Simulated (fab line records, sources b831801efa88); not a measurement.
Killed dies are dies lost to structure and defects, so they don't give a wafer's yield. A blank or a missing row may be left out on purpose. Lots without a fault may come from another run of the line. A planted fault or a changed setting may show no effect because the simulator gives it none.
Chamber matching | flow gf180mcu | GF_V1_CMP_26 on cmp-02: 4 sister chambers
The step polishes, stops on SiO2, t overpolish 15 s, target thk 0 nm. 8 wafers are shown with their chamber, then 8 later ones without.

WAFERS WITH THEIR CHAMBER
wafer  | chamber | motor_current_A (A) | overpolish_run_s (s)
L433.3 | 1       | 11.1                | 14.997
L434.4 | 1       | 12.1                | 14.998
L437.2 | 3       | 10.1                | 14.994
L441.1 | 3       | 11.0                | 14.995
L443.3 | 2       | 10.4                | 15.008
L443.4 | 0       | 12.2                | 14.998
L443.6 | 2       | 10.4                | 15.010
L444.4 | 0       | 11.8                | 14.984

WAFERS WITHOUT THEIR CHAMBER
wafer  | motor_current_A (A) | overpolish_run_s (s)
L444.5 | 11.0                | 15.002
L444.6 | 11.5                | 14.994
L446.2 | 12.1                | 14.994
L446.3 | 10.9                | 15.009
L446.5 | 11.6                | 15.002
L448.1 | 11.0                | 14.986
L448.2 | 11.9                | 15.000
L448.4 | 10.0                | 14.991

WHICH CHAMBER EACH WENT THROUGH
wafer  | from the rows above               | in truth
L444.5 | can't be placed: 1 or 3 or 2 or 0 | 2
L444.6 | can't be placed: 1 or 0 or 3      | 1
L446.2 | can't be placed: 0 or 1           | 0
L446.3 | can't be placed: 2 or 1 or 3      | 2
L446.5 | can't be placed: 1 or 0 or 3 or 2 | 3
L448.1 | can't be placed: 3 or 0 or 1      | 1
L448.2 | can't be placed: 1 or 0           | 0
L448.4 | 3                                 | 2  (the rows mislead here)
Placed correctly: 0 of 8. Can't be placed from these rows: 7 (the true chamber is among the candidates in 7). Placed wrongly: 1.
How it was worked out, from the rows above alone: a wafer's distance from a chamber is the root of the sum, over the readings, of the square of ((its reading less the chamber's mean) divided by the reading's scatter). The wafer belongs to the nearest chamber; if the next one is less than 2 further off, it can't be placed. A chamber's mean is the mean of its shown wafers. The scatter: the root of (the sum of the squares of (reading less its chamber's mean) over the shown wafers, divided by (wafers less chambers)).
